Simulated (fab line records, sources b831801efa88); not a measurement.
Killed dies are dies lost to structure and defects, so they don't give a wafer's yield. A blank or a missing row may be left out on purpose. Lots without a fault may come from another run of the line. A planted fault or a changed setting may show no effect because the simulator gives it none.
fab line records | flow gf180mcu
record lots=5 wafers=15 last_day=34
route steps=602 shown CONTACT@310 M1@315 V1@335
lots that met no fault: from a run of the same line without faults
start_h: hours from the record's first day to the start of the lot's first wafer shown | wait_h: hours since the lot's step before | " the same as in the row above | L1.1+2: a row that stands for several wafers | - no value, or no start given | * or withheld: withheld | < > ~ a bound
route shown NAME@n: a module of which the file shows steps, and the number in the route of the first | usual: mean/standard deviation of fault-free wafers | same: alike in all rows | chamber/n: place in a boat | sites: the reading at each site | _std_site: their standard deviation | _edge_site: outer sites' mean less inner sites' | radius_mm: how far each site lies from the wafer's centre | mask NAME#n: copy n | behind: the tool/chamber that last shaped the wafer | hold: why the lot was held/for how many hours/how that ended | device: the transistor (n, p or np) that didn't switch | end of line: the same wafers' tests at the end of the route | a step without rows: its recipe alone | killed: dies lost to structure and defects at the first sort, not the wafer's yield | map: a wafer's dies, x killed, . not, _ none there
set.NAME: the setting as run; set.NAME@STEP: as run at that earlier step | model.NAME: the simulator's own value behind a step, which no gauge read
lots at some steps of the route; a table a step, a row a wafer
services: from which hour (start_h, from the record's first day; less than 0 if before it) a tool's chamber was out of use, for how many hours, and why
## steps
# step GF_CONTACT_SPUTTER_23
# recipe material=TiN target_thk_nm=10 chamber_pressure_pa=5 power_w=4000 time_s=40
# usual throttle_valve_pct=30.4/1.1
# columns lot.wafer tool chamber start_h wait_h throttle_valve_pct
L075.3 pvd_sputter-04 - 377.76 0.0 29.2
L075.4 " - " " 29.7
L075.6 " - " " 31.2
L079.3 pvd_sputter-02 - 409.22 0.0 31.3
L079.4 " - " " 30.6
L079.5 " - " " 31.4
L084.2 pvd_sputter-03 - 454.81 0.0 29.9
L084.4 " - " " 29.8
L084.5 " - " " 28.9
L087.2 pvd_sputter-03 - 480.27 0.0 30.1
L087.5 " - " " 29.8
L087.6 " - " " 29.2
L094.1 pvd_sputter-02 - 539.87 0.0 31.0
L094.2 " - " " 32.5
L094.5 " - " " 31.4
# step GF_CONTACT_CVD_24
# recipe material=W target_thk_nm=300 time_s=90.339 temp_c=400 pressure_torr=40
# usual heater_power_w=877/68
# columns lot.wafer tool chamber start_h wait_h heater_power_w
L075.3 cvd_w-02 1 377.83 0.1 1032
L075.4 " 0 " " 863
L075.6 " 1 " " 1040
L079.3 cvd_w-01 0 409.29 0.1 831
L079.4 " 1 " " 838
L079.5 " 1 " " 839
L084.2 cvd_w-02 1 454.85 0.0 970
L084.4 " 1 " " 973
L084.5 " 0 " " 808
L087.2 cvd_w-01 1 480.31 0.0 836
L087.5 " 1 " " 880
L087.6 " 0 " " 860
L094.1 cvd_w-01 0 539.91 0.0 848
L094.2 " 1 " " 848
L094.5 " 1 " " 866
# step GF_CONTACT_RS_MEAS_25
# recipe thk_meas_gauge=four-point-probe reads=W_of_CONTACT_CVD_24+TiN_of_CONTACT_SPUTTER_23+Ti_of_CONTACT_SPUTTER_22
# usual CONTACT_W_RS=0.382/0.0068
# columns lot.wafer tool chamber start_h wait_h CONTACT_W_RS[ohm/sq]
L075.3 film_metro-03 - 377.94 0.1 0.370
L075.4 " - " " 0.376
L075.6 " - " " 0.370
L079.3 film_metro-03 - 409.40 0.1 0.383
L079.4 " - " " 0.384
L079.5 " - " " 0.384
L084.2 film_metro-01 - 454.97 0.1 0.370
L084.4 " - " " 0.370
L084.5 " - " " 0.386
L087.2 film_metro-01 - 480.43 0.1 0.382
L087.5 " - " " 0.380
L087.6 " - " " 0.386
L094.1 film_metro-04 - 540.01 0.1 0.387
L094.2 " - " " 0.379
L094.5 " - " " 0.381
# step GF_CONTACT_THK_MEAS_26
# recipe thk_meas_gauge=xrf reads=W_of_CONTACT_CVD_24
# usual CONTACT_W_THK=304/5.9
# columns lot.wafer tool chamber start_h wait_h CONTACT_W_THK[nm]
L075.3 film_metro-03 - 378.04 0.1 317
L075.4 " - " " 312
L075.6 " - " " 316
L079.3 film_metro-03 - 409.50 0.1 307
L079.4 " - " " 306
L079.5 " - " " 308
L084.2 film_metro-01 - 455.08 0.1 310
L084.4 " - " " 310
L084.5 " - " " 297
L087.2 film_metro-01 - 480.54 0.1 303
L087.5 " - " " 305
L087.6 " - " " 300
L094.1 film_metro-04 - 540.13 0.1 301
L094.2 " - " " 307
L094.5 " - " " 305
# step GF_CONTACT_CMP_27
# recipe stop_on=SiO2 down_force_psi=3.5 platen_rpm=60 t_overpolish_s=15 target_thk_nm=0 pad_velocity_m_s=0.94248
# usual motor_current_A=10.8/0.91 overpolish_run_s=15.001/0.0086 slurry_filter_dp_kPa=13.50/0.14 time_to_endpoint_s=73/4.9
# columns lot.wafer tool chamber start_h wait_h motor_current_A overpolish_run_s slurry_filter_dp_kPa time_to_endpoint_s
L075.3 cmp-01 0 378.13 0.1 10.2 15.019 13.51 72
L075.4 " 2 " " 10.7 14.988 13.37 69
L075.6 " 0 " " 11.5 15.011 13.29 75
L079.4 cmp-01 2 409.54 0.0 10.2 15.012 13.58 63
L079.3 " 0 " " 10.8 14.998 13.28 70
L079.5 " 3 " " 10.4 15.017 13.85 66
L084.4 cmp-02 0 455.13 0.0 11.1 15.003 13.72 76
L084.2 " 2 " " 10.3 15.014 13.51 75
L084.5 " 0 " " 10.8 14.999 13.52 76
L087.2 cmp-02 0 480.79 0.2 11.1 14.999 13.67 80
L087.5 " 3 " " 12.2 14.999 13.57 73
L087.6 " 0 " " 10.5 15.006 13.62 76
L094.2 cmp-02 0 540.19 0.0 10.7 15.003 13.41 73
L094.1 " 2 " " 9.8 14.996 13.40 67
L094.5 " 1 " " 9.4 14.989 13.37 76
# step GF_M1_SPUTTER_00
# recipe material=Ti target_thk_nm=37.5 arriving_ion_energy_ev=80 substrate_temp_c=200 chamber_pressure_pa=2 power_w=4000 time_s=150
# usual throttle_valve_pct=29.8/0.8
# columns lot.wafer tool chamber start_h wait_h throttle_valve_pct
L075.3 pvd_sputter-03 - 378.38 0.2 30.0
L075.4 " - " " 30.1
L075.6 " - " " 29.7
L079.3 pvd_sputter-03 - 409.84 0.1 28.9
L079.4 " - " " 29.9
L079.5 " - " " 30.1
L084.2 pvd_sputter-04 - 455.43 0.1 28.7
L084.4 " - " " 31.0
L084.5 " - " " 29.1
L087.2 pvd_sputter-04 - 481.04 0.2 31.2
L087.5 " - " " 29.0
L087.6 " - " " 30.9
L094.1 pvd_sputter-01 - 540.49 0.1 29.6
L094.2 " - " " 30.2
L094.5 " - " " 30.2
# step GF_M1_SPUTTER_01
# recipe material=TiN target_thk_nm=30 power_w=6500 time_s=25 chamber_pressure_pa=0.4
# usual throttle_valve_pct=29.7/0.82
# columns lot.wafer tool chamber start_h wait_h throttle_valve_pct
L075.3 pvd_sputter-03 - 378.48 0.1 29.7
L075.4 " - " " 29.8
L075.6 " - " " 29.8
L079.3 pvd_sputter-03 - 409.94 0.1 29.1
L079.4 " - " " 29.9
L079.5 " - " " 30.1
L084.2 pvd_sputter-04 - 455.53 0.1 29.0
L084.4 " - " " 31.2
L084.5 " - " " 29.0
L087.2 pvd_sputter-04 - 481.14 0.1 31.0
L087.5 " - " " 29.0
L087.6 " - " " 31.1
L094.1 pvd_sputter-01 - 540.59 0.1 30.0
L094.2 " - " " 29.8
L094.5 " - " " 29.9
# step GF_M1_SPUTTER_02
# recipe material=AlCu target_thk_nm=450 power_w=10600 time_s=23.9 chamber_pressure_pa=0.4
# usual throttle_valve_pct=29.7/0.82
# columns lot.wafer tool chamber start_h wait_h throttle_valve_pct
L075.3 pvd_sputter-03 - 378.51 0.0 29.6
L075.4 " - " " 30.0
L075.6 " - " " 29.9
L079.3 pvd_sputter-03 - 409.97 0.0 29.0
L079.4 " - " " 29.9
L079.5 " - " " 30.0
L084.2 pvd_sputter-04 - 455.56 0.0 29.1
L084.4 " - " " 31.2
L084.5 " - " " 28.8
L087.2 pvd_sputter-04 - 481.18 0.0 31.0
L087.5 " - " " 28.6
L087.6 " - " " 30.8
L094.1 pvd_sputter-01 - 540.62 0.0 29.7
L094.2 " - " " 30.1
L094.5 " - " " 30.1
# step GF_M1_SPUTTER_03
# recipe material=Ti target_thk_nm=10 substrate_temp_c=300 chamber_pressure_pa=0.3 power_w=3000 time_s=6.7
# usual throttle_valve_pct=29.7/0.8
# columns lot.wafer tool chamber start_h wait_h throttle_valve_pct
L075.3 pvd_sputter-03 - 378.54 0.0 30.2
L075.4 " - " " 30.0
L075.6 " - " " 30.0
L079.3 pvd_sputter-03 - 410.00 0.0 29.1
L079.4 " - " " 29.9
L079.5 " - " " 29.9
L084.2 pvd_sputter-04 - 455.59 0.0 28.8
L084.4 " - " " 31.1
L084.5 " - " " 28.8
L087.2 pvd_sputter-04 - 481.21 0.0 31.2
L087.5 " - " " 29.0
L087.6 " - " " 31.1
L094.1 pvd_sputter-01 - 540.65 0.0 29.5
L094.2 " - " " 29.9
L094.5 " - " " 30.0
# step GF_M1_SPUTTER_04
# recipe material=TiN target_thk_nm=50 power_w=6500 time_s=41.7 chamber_pressure_pa=0.4
# usual throttle_valve_pct=29.7/0.81
# columns lot.wafer tool chamber start_h wait_h throttle_valve_pct
L075.3 pvd_sputter-03 - 378.56 0.0 29.9
L075.4 " - " " 29.9
L075.6 " - " " 29.8
L079.3 pvd_sputter-03 - 410.02 0.0 29.0
L079.4 " - " " 30.0
L079.5 " - " " 30.4
L084.2 pvd_sputter-04 - 455.61 0.0 28.8
L084.4 " - " " 31.1
L084.5 " - " " 29.0
L087.2 pvd_sputter-04 - 481.23 0.0 30.8
L087.5 " - " " 28.9
L087.6 " - " " 31.3
L094.1 pvd_sputter-01 - 540.67 0.0 29.7
L094.2 " - " " 30.0
L094.5 " - " " 30.3
# step GF_M1_RS_MEAS_05
# recipe thk_meas_gauge=four-point-probe reads=TiN_of_M1_SPUTTER_04+Ti_of_M1_SPUTTER_03+AlCu_of_M1_SPUTTER_02+TiN_of_M1_SPUTTER_01+Ti_of_M1_SPUTTER_00
# usual M1_ALCU_RS=0.0696/0.00067
# columns lot.wafer tool chamber start_h wait_h M1_ALCU_RS[ohm/sq]
L075.3 film_metro-03 - 378.64 0.1 0.0698
L075.4 " - " " 0.0700
L075.6 " - " " 0.0693
L079.3 film_metro-02 - 410.10 0.1 0.0694
L079.4 " - " " 0.0692
L079.5 " - " " 0.0692
L084.2 film_metro-02 - 455.67 0.0 0.0701
L084.4 " - " " 0.0704
L084.5 " - " " 0.0695
L087.2 film_metro-03 - 481.29 0.0 0.0694
L087.5 " - " " 0.0701
L087.6 " - " " 0.0696
L094.1 film_metro-04 - 540.71 0.0 0.0697
L094.2 " - " " 0.0706
L094.5 " - " " 0.0701
# step GF_M1_THK_MEAS_06
# recipe thk_meas_gauge=xrf reads=AlCu_of_M1_SPUTTER_02
# usual M1_ALCU_THK=455/5.9
# columns lot.wafer tool chamber start_h wait_h M1_ALCU_THK[nm]
L075.3 film_metro-03 - 378.74 0.1 450
L075.4 " - " " 447
L075.6 " - " " 450
L079.3 film_metro-02 - 410.20 0.1 456
L079.4 " - " " 457
L079.5 " - " " 456
L084.2 film_metro-02 - 455.78 0.1 451
L084.4 " - " " 452
L084.5 " - " " 457
L087.2 film_metro-03 - 481.40 0.1 450
L087.5 " - " " 444
L087.6 " - " " 450
L094.1 film_metro-04 - 540.83 0.1 461
L094.2 " - " " 453
L094.5 " - " " 456
# step GF_M1_DEHYDRATE_07
# recipe temp_c=200 time_s=60
# columns lot.wafer tool chamber start_h wait_h
L075.3+4+6 litho_track-03 0 389.61 10.9
L079.3+4+5 litho_track-03 0 421.01 10.8
L084.2+4+5 litho_track-02 0 466.89 11.1
L087.2+5+6 litho_track-03 0 492.28 10.9
L094.1+2+5 litho_track-04 0 551.43 10.6
# step GF_M1_HMDS_08
# recipe prime_time_s=60 prime_temp_c=120
# columns lot.wafer tool chamber start_h wait_h
L075.3+4+6 litho_track-03 0 389.76 0.1
L079.3+4+5 litho_track-03 0 421.16 0.1
L084.2+4+5 litho_track-02 0 467.04 0.1
L087.2+5+6 litho_track-03 0 492.43 0.1
L094.1+2+5 litho_track-04 0 551.58 0.1
# step GF_M1_COAT_09
# recipe resist=KrF spin_rpm=withheld resist_thk_nm=1000
# columns lot.wafer tool chamber start_h wait_h
L075.3+4+6 litho_track-03 0 389.91 0.1
L079.3+4+5 litho_track-03 0 421.31 0.1
L084.2+4+5 litho_track-02 0 467.19 0.1
L087.2+5+6 litho_track-03 0 492.58 0.1
L094.1+2+5 litho_track-04 0 551.73 0.1
# step GF_M1_SOFTBAKE_10
# recipe temp_c=130 time_s=60 resist=KrF
# columns lot.wafer tool chamber start_h wait_h
L075.3+4+6 litho_track-03 0 390.06 0.1
L079.3+4+5 litho_track-03 0 421.46 0.1
L084.2+4+5 litho_track-02 0 467.34 0.1
L087.2+5+6 litho_track-03 0 492.73 0.1
L094.1+2+5 litho_track-04 0 551.88 0.1
# step GF_M1_EXPOSE_11
# recipe mask_id=Metal1 target_cd_nm=230 na=0.68 source_shape=conventional sigma_outer=0.6 dose_mj=28
# usual reticle_temp_C=22.99/0.1
# columns lot.wafer tool chamber start_h wait_h mask reticle_temp_C
L075.3 krf_scanner-01 0 - - Metal1#0 22.99
L075.4 " 0 " " Metal1#0 23.01
L075.6 " 0 " " Metal1#0 23.08
L079.3 krf_scanner-01 0 - - Metal1#0 22.97
L079.4 " 0 " " Metal1#0 22.99
L079.5 " 0 " " Metal1#0 22.96
L084.2 krf_scanner-02 0 - - Metal1#0 23.02
L084.4 " 0 " " Metal1#0 22.90
L084.5 " 0 " " Metal1#0 23.00
L087.2 krf_scanner-01 0 - - Metal1#0 23.06
L087.5 " 0 " " Metal1#0 22.97
L087.6 " 0 " " Metal1#0 23.03
L094.1 krf_scanner-01 0 - - Metal1#0 23.00
L094.2 " 0 " " Metal1#0 23.07
L094.5 " 0 " " Metal1#0 23.21
# step GF_M1_PEB_12
# recipe peb_temp_c=135 peb_time_s=90 resist=KrF
# columns lot.wafer tool chamber start_h wait_h
L075.3+4+6 litho_track-04 0 - -
L079.3+4+5 litho_track-02 0 - -
L084.2+4+5 litho_track-03 0 - -
L087.2+5+6 litho_track-02 0 - -
L094.1+2+5 litho_track-04 0 - -
# step GF_M1_DEVELOP_13
# recipe develop_time_s=60 dev_temp_c=21
# same develop_time_s=60
# columns lot.wafer tool chamber start_h wait_h
L075.3+4+6 litho_track-04 0 401.59 0.1
L079.3+4+5 litho_track-02 0 433.91 0.1
L084.2+4+5 litho_track-03 0 479.53 0.2
L087.2+5+6 litho_track-02 0 504.79 0.2
L094.1+2+5 litho_track-04 0 562.43 0.2
# step GF_M1_CD_MEAS_14
# recipe target_cd_nm=230
# usual cd_nm=230.2/1.2
# columns lot.wafer tool chamber start_h wait_h cd_nm
L075.3 cd_sem-01 - 401.73 0.1 230.3
L075.4 " - " " 227.8
L075.6 " - " " 228.5
L079.3 cd_sem-01 - 434.05 0.1 229.9
L079.4 " - " " 230.8
L079.5 " - " " 230.6
L084.2 cd_sem-02 - 479.68 0.1 231.1
L084.4 " - " " 230.6
L084.5 " - " " 231.5
L087.2 cd_sem-02 - 504.93 0.1 228.6
L087.5 " - " " 227.6
L087.6 " - " " 229.3
L094.1 cd_sem-02 - 562.58 0.1 231.1
L094.2 " - " " 230.2
L094.5 " - " " 230.3
# step GF_M1_OVL_MEAS_15
# usual M1_OVL=0/5.1
# columns lot.wafer tool chamber start_h wait_h M1_OVL[nm]
L075.3 overlay-01 - 401.82 0.1 -5
L075.4 " - " " 2
L075.6 " - " " -10
L079.3 overlay-01 - 434.14 0.1 12
L079.4 " - " " 0
L079.5 " - " " 4
L084.2 overlay-02 - 479.78 0.1 -4
L084.4 " - " " -1
L084.5 " - " " -6
L087.2 overlay-01 - 505.04 0.1 5
L087.5 " - " " -1
L087.6 " - " " -3
L094.1 overlay-02 - 562.70 0.1 3
L094.2 " - " " 5
L094.5 " - " " 1
# step GF_M1_METAL_ETCH_16
# recipe chemistry=Cl2/BCl3 mask_material=KrF target_depth_nm=627.5 stop_on=SiO2 pressure_mtorr=8 icp_w=800 bias_w=140 Cl2_flow_sccm=80 bcl3_flow_sccm=40 time_s=104.6
# usual drypump_motor_current_A=5.51/0.3 he_backside_leak_sccm=3.4/0.31 oes_product_au=0.971/0.0057 rf_fwd_power_W=795.8/2.2 throttle_valve_pct=28.251/0.01
# columns lot.wafer tool chamber start_h wait_h drypump_motor_current_A he_backside_leak_sccm oes_product_au rf_fwd_power_W rf_hours_counter_h throttle_valve_pct
L075.3 rie_metal-03 1 401.88 0.1 5.58 3.4 0.977 801.2 - 28.254
L075.4 " 0 " " 5.68 4.6 0.961 792.5 - 28.250
L075.6 " 0 " " 5.70 3.0 0.976 795.5 - 28.237
L079.3 rie_metal-01 0 434.20 0.1 5.23 3.3 0.971 795.0 - 28.242
L079.4 " 1 " " 5.98 3.3 0.982 795.3 - 28.239
L079.5 " 1 " " 5.97 3.3 0.973 796.5 - 28.248
L084.2 rie_metal-04 1 479.81 0.0 5.15 3.2 0.968 794.9 2.3 28.235
L084.4 " 0 " " 5.43 3.6 0.970 794.9 - 28.232
L084.5 " 1 " " 5.14 3.3 0.975 797.0 - 28.251
L087.2 rie_metal-03 1 505.07 0.0 5.58 3.4 0.973 789.7 10.2 28.249
L087.5 " 0 " " 5.68 3.4 0.965 799.1 - 28.248
L087.6 " 1 " " 5.56 3.2 0.971 796.6 - 28.253
L094.1 rie_metal-03 0 562.74 0.0 5.70 3.2 0.964 795.8 9.4 28.259
L094.2 " 0 " " 5.72 5.5 0.964 795.8 - 28.250
L094.5 " 0 " " 5.70 3.4 0.969 798.8 - 28.257
# step GF_M1_STRIP_17
# recipe chemistry=O2/N2 power_w=1400 pressure_mtorr=1500 platen_temp_c=250 o2_flow_sccm=3000 n2_flow_sccm=300 overash_fraction=0.5
# usual drypump_motor_current_A=5.74/0.19 heater_power_w=346/15 oes_product_au=0.559/0.0052 strip_time_to_endpoint_s=7.87/0.049
# columns lot.wafer tool chamber start_h wait_h drypump_motor_current_A heater_power_w oes_product_au rf_hours_counter_h strip_time_to_endpoint_s
L075.3 plasma_asher-03 0 401.99 0.1 5.83 345 0.559 - 7.88
L075.4 " 1 " " 5.64 324 0.551 - 7.84
L075.6 " 1 " " 5.64 323 0.557 - 7.85
L079.3 plasma_asher-01 1 434.31 0.1 5.58 342 0.555 - 7.86
L079.4 " 0 " " 5.99 334 0.558 - 7.85
L079.5 " 1 " " 5.59 347 0.559 - 7.86
L084.2 plasma_asher-04 1 479.92 0.1 5.45 364 0.556 73 7.87
L084.4 " 0 " " 5.95 359 0.557 - 7.79
L084.5 " 0 " " 5.96 372 0.559 - 7.95
L087.2 plasma_asher-01 0 505.18 0.1 5.98 337 0.568 85 7.93
L087.5 " 0 " " 5.99 339 0.564 - 7.87
L087.6 " 1 " " 5.58 343 0.551 - 7.90
L094.1 plasma_asher-04 0 562.96 0.2 5.95 360 0.556 84 7.96
L094.2 " 1 " " 5.45 363 0.560 84 7.88
L094.5 " 0 " " 5.95 357 0.564 - 7.92
# step GF_M1_STRIP_18
# recipe chemistry=post_etch_residue_remover time_s=1200 temp_c=72.5
# columns lot.wafer tool chamber start_h wait_h
L075.3+4+6 wet_bench-01 1 402.05 0.0
L079.3+4+5 wet_bench-01 2 434.38 0.0
L084.2+4+5 wet_bench-04 0 480.02 0.1
L087.2+5+6 wet_bench-04 2 505.28 0.1
L094.1+2+5 wet_bench-04 3 563.06 0.1
# step GF_M1_CLEAN_19
# recipe chemistry=DIW dry=n2_spin
# columns lot.wafer tool chamber start_h wait_h
L075.3+4+6 wet_bench-03 2 402.43 0.0
L079.3+4+5 wet_bench-04 0 434.75 0.0
L084.2+4+5 wet_bench-03 0 480.37 0.0
L087.2+5+6 wet_bench-03 0 505.65 0.0
L094.1+2+5 wet_bench-01 2 563.44 0.0
# step GF_V1_CVD_00
# recipe material=SiO2 target_thk_nm=600 sigma_open_frac=0.3 temp_c=400 time_s=100 sih4_flow_sccm=60 pressure_mtorr=6
# columns lot.wafer tool chamber start_h wait_h
L075.3+4+6 hdpcvd-01 2,1,0 402.52 0.0
L079.3+4+5 hdpcvd-01 1,0,2 434.84 0.0
L084.2+4+5 hdpcvd-02 2,2,1 480.55 0.0
L087.2+5+6 hdpcvd-01 2,2,0 505.74 0.0
L094.1+2+5 hdpcvd-01 0,2,2 563.55 0.0
# step GF_V1_THK_MEAS_01
# recipe reads=SiO2_of_V1_CVD_00
# usual V1_CVD_00_THK=598/6.4
# columns lot.wafer tool chamber start_h wait_h V1_CVD_00_THK[nm]
L075.3 film_metro-01 - 402.61 0.1 595
L075.4 " - " " 596
L075.6 " - " " 596
L079.3 film_metro-01 - 434.94 0.1 597
L079.4 " - " " 600
L079.5 " - " " 600
L084.2 film_metro-02 - 480.63 0.0 597
L084.4 " - " " 594
L084.5 " - " " 592
L087.2 film_metro-01 - 505.85 0.1 599
L087.5 " - " " 596
L087.6 " - " " 591
L094.1 film_metro-01 - 563.62 0.0 600
L094.2 " - " " 599
L094.5 " - " " 593
# step GF_V1_CVD_02
# recipe material=SiO2 target_thk_nm=850 precursor=TEOS temp_c=400 time_s=94.851 rf_w=600
# usual heater_power_w=649/77 rf_fwd_power_W=596.5/2
# columns lot.wafer tool chamber start_h wait_h heater_power_w rf_fwd_power_W
L075.3 pecvd-04 0 402.65 0.0 706 600.7
L075.4 " 1 " " 567 595.0
L075.6 " 2 " " 679 594.9
L079.3 pecvd-01 0 434.98 0.0 690 599.1
L079.4 " 2 " " 751 597.2
L079.5 " 1 " " 680 596.2
L084.2 pecvd-02 1 480.68 0.0 755 592.8
L084.4 " 1 " " 803 593.5
L084.5 " 2 " " 567 593.9
L087.2 pecvd-04 1 505.90 0.0 603 598.2
L087.5 " 1 " " 495 598.2
L087.6 " 2 " " 527 594.8
L094.1 pecvd-04 2 563.68 0.1 627 595.5
L094.2 " 1 " " 499 595.7
L094.5 " 1 " " 574 593.6
# step GF_V1_THK_MEAS_03
# recipe reads=SiO2_of_V1_CVD_02
# usual V1_CVD_02_THK=849/11
# columns lot.wafer tool chamber start_h wait_h V1_CVD_02_THK[nm]
L075.3 film_metro-02 - 402.74 0.1 830
L075.4 " - " " 840
L075.6 " - " " 846
L079.3 film_metro-02 - 435.07 0.1 853
L079.4 " - " " 856
L079.5 " - " " 859
L084.2 film_metro-02 - 480.80 0.1 842
L084.4 " - " " 860
L084.5 " - " " 854
L087.2 film_metro-02 - 505.98 0.0 847
L087.5 " - " " 864
L087.6 " - " " 864
L094.1 film_metro-04 - 563.75 0.0 845
L094.2 " - " " 820
L094.5 " - " " 832
# step GF_V1_CMP_04
# recipe material=SiO2 down_force_psi=4 platen_rpm=60 pad_velocity_m_s=0.94248
# usual motor_current_A=11.7/0.95 slurry_filter_dp_kPa=13.51/0.14 time_to_endpoint_s=80/6.3
# columns lot.wafer tool chamber start_h wait_h motor_current_A slurry_filter_dp_kPa time_to_endpoint_s
L075.4 cmp-01 2 402.88 0.1 11.7 13.60 69
L075.3 " 3 " " 11.7 13.42 65
L075.6 " 0 " " 11.6 13.43 76
L079.4 cmp-02 0 435.11 0.0 12.0 13.44 85
L079.3 " 1 " " 10.5 13.51 85
L079.5 " 1 " " 10.6 13.69 83
L084.2 cmp-02 2 481.04 0.2 10.7 13.53 75
L084.4 " 0 " " 11.6 13.44 87
L084.5 " 3 " " 12.8 13.33 81
L087.2 cmp-02 1 506.08 0.1 10.4 13.67 81
L087.6 " 0 " " 11.3 13.48 88
L087.5 " 1 " " 10.6 13.68 88
L094.1 cmp-02 1 563.86 0.1 10.3 13.47 83
L094.2 " 2 " " 11.1 13.48 68
L094.5 " 1 " " 10.4 13.25 79
# step GF_V1_BOW_MEAS_05
# recipe mode=bow
# usual V1_BOW=80/7.1
# columns lot.wafer tool chamber start_h wait_h V1_BOW[um]
L075.3 film_metro-04 - 403.12 0.1 84
L075.4 " - " " 75
L075.6 " - " " 84
L079.3 film_metro-02 - 435.45 0.2 75
L079.4 " - " " 86
L079.5 " - " " 79
L084.2 film_metro-01 - 481.36 0.3 70
L084.4 " - " " 84
L084.5 " - " " 94
L087.2 film_metro-01 - 506.35 0.2 74
L087.5 " - " " 70
L087.6 " - " " 84
L094.1 film_metro-04 - 564.18 0.3 81
L094.2 " - " " 86
L094.5 " - " " 81
# step GF_V1_DEHYDRATE_06
# recipe temp_c=200 time_s=60
# columns lot.wafer tool chamber start_h wait_h
L075.3+4+6 litho_track-01 0 414.08 10.9
L079.3+4+5 litho_track-03 0 446.76 11.3
L084.2+4+5 litho_track-01 0 492.55 11.2
L087.2+5+6 litho_track-01 0 517.50 11.1
L094.1+2+5 litho_track-01 0 574.18 10.0
# step GF_V1_HMDS_07
# recipe prime_time_s=60 prime_temp_c=120
# columns lot.wafer tool chamber start_h wait_h
L075.3+4+6 litho_track-01 0 414.23 0.1
L079.3+4+5 litho_track-03 0 446.91 0.1
L084.2+4+5 litho_track-01 0 492.70 0.1
L087.2+5+6 litho_track-01 0 517.65 0.1
L094.1+2+5 litho_track-01 0 574.33 0.1
# step GF_V1_COAT_08
# recipe resist=BARC temp_c=withheld time_s=withheld spin_rpm=withheld resist_thk_nm=withheld
# columns lot.wafer tool chamber start_h wait_h
L075.3+4+6 litho_track-01 0 414.38 0.1
L079.3+4+5 litho_track-03 0 447.06 0.1
L084.2+4+5 litho_track-01 0 492.85 0.1
L087.2+5+6 litho_track-01 0 517.80 0.1
L094.1+2+5 litho_track-01 0 574.48 0.1
# step GF_V1_COAT_09
# recipe resist=KrF spin_rpm=withheld resist_thk_nm=1000
# columns lot.wafer tool chamber start_h wait_h
L075.3+4+6 litho_track-01 0 - -
L079.3+4+5 litho_track-03 0 - -
L084.2+4+5 litho_track-01 0 - -
L087.2+5+6 litho_track-01 0 - -
L094.1+2+5 litho_track-01 0 - -
# step GF_V1_SOFTBAKE_10
# recipe temp_c=130 time_s=60 resist=KrF
# columns lot.wafer tool chamber start_h wait_h
L075.3+4+6 litho_track-01 0 - -
L079.3+4+5 litho_track-03 0 - -
L084.2+4+5 litho_track-01 0 - -
L087.2+5+6 litho_track-01 0 - -
L094.1+2+5 litho_track-01 0 - -
# step GF_V1_EXPOSE_11
# recipe mask_id=Via1 target_cd_nm=260 na=0.68 source_shape=conventional sigma_outer=0.6 dose_mj=38
# usual reticle_temp_C=23.00/0.11
# columns lot.wafer tool chamber start_h wait_h mask reticle_temp_C
L075.3 krf_scanner-01 0 - - Via1#0 22.95
L075.4 " 0 " " Via1#0 23.14
L075.6 " 0 " " Via1#0 23.05
L079.3 krf_scanner-01 0 - - Via1#0 23.03
L079.4 " 0 " " Via1#0 22.96
L079.5 " 0 " " Via1#0 23.22
L084.2 krf_scanner-02 0 - - Via1#0 23.19
L084.4 " 0 " " Via1#0 23.17
L084.5 " 0 " " Via1#0 23.05
L087.2 krf_scanner-01 0 - - Via1#0 23.08
L087.5 " 0 " " Via1#0 22.96
L087.6 " 0 " " Via1#0 23.00
L094.1 krf_scanner-01 0 - - Via1#0 22.95
L094.2 " 0 " " Via1#0 23.19
L094.5 " 0 " " Via1#0 22.98
# step GF_V1_PEB_12
# recipe peb_temp_c=135 peb_time_s=90 resist=KrF
# columns lot.wafer tool chamber start_h wait_h
L075.3+4+6 litho_track-01 0 - -
L079.3+4+5 litho_track-01 0 - -
L084.2+4+5 litho_track-02 0 - -
L087.2+5+6 litho_track-01 0 - -
L094.1+2+5 litho_track-01 0 - -
# step GF_V1_DEVELOP_13
# recipe develop_time_s=60 resist=KrF dev_temp_c=21
# same develop_time_s=60
# columns lot.wafer tool chamber start_h wait_h
L075.3+4+6 litho_track-01 0 426.63 0.1
L079.3+4+5 litho_track-01 0 459.53 0.1
L084.2+4+5 litho_track-02 0 505.14 0.2
L087.2+5+6 litho_track-01 0 529.60 0.2
L094.1+2+5 litho_track-01 0 585.48 0.2
# step GF_V1_CD_MEAS_14
# recipe target_cd_nm=260
# usual cd_nm=259.9/1.2
# columns lot.wafer tool chamber start_h wait_h cd_nm
L075.3 cd_sem-02 - 426.77 0.1 261.7
L075.4 " - " " 262.2
L075.6 " - " " 262.1
L079.3 cd_sem-02 - 459.70 0.1 258.4
L079.4 " - " " 258.5
L079.5 " - " " 258.3
L084.2 cd_sem-02 - 505.28 0.1 259.5
L084.4 " - " " 260.0
L084.5 " - " " 259.1
L087.2 cd_sem-01 - 529.75 0.1 260.1
L087.5 " - " " 259.3
L087.6 " - " " 260.9
L094.1 cd_sem-01 - 585.63 0.1 259.9
L094.2 " - " " 258.2
L094.5 " - " " 258.7
# step GF_V1_OVL_MEAS_15
# usual V1_OVL=1/5.1
# columns lot.wafer tool chamber start_h wait_h V1_OVL[nm]
L075.3 overlay-01 - 426.86 0.1 -5
L075.4 " - " " -1
L075.6 " - " " -2
L079.3 overlay-02 - 459.79 0.1 6
L079.4 " - " " 6
L079.5 " - " " 9
L084.2 overlay-01 - 505.39 0.1 1
L084.4 " - " " -2
L084.5 " - " " 8
L087.2 overlay-01 - 529.85 0.1 -2
L087.5 " - " " -7
L087.6 " - " " 0
L094.1 overlay-02 - 585.75 0.1 1
L094.2 " - " " 1
L094.5 " - " " -9
## services
# columns tool chamber start_h hours kind
krf_scanner-01 - 357.13 1.3 pm
krf_scanner-01 - 360.04 0.8 pm
pvd_sputter-04 - 362.12 0.8 repair
pecvd-04 2 363.60 4.3 repair
hdpcvd-01 - 369.04 1.8 repair
pvd_sputter-04 - 369.17 2.0 repair
cmp-01 - 383.74 12.0 pm
krf_scanner-01 - 384.49 0.8 pm
cmp-02 - 396.82 7.0 pm
cmp-01 - 399.74 0.4 repair
cmp-02 - 404.05 4.0 pm
hdpcvd-01 - 413.20 6.0 pm
cmp-02 - 439.63 6.9 pm
pvd_sputter-01 - 456.39 1.3 repair
wet_bench-04 - 464.97 4.1 repair
cmp-02 - 476.84 2.7 repair
krf_scanner-01 - 487.63 1.0 pm
cmp-02 - 520.13 12.4 pm
krf_scanner-01 - 528.84 0.8 pm
krf_scanner-01 - 533.03 1.3 pm
hdpcvd-01 - 539.25 15.0 pm
krf_scanner-01 - 548.31 3.6 pm
pvd_sputter-01 - 577.60 3.2 repair
pvd_sputter-03 - 585.05 1.3 repair
## key
fault none
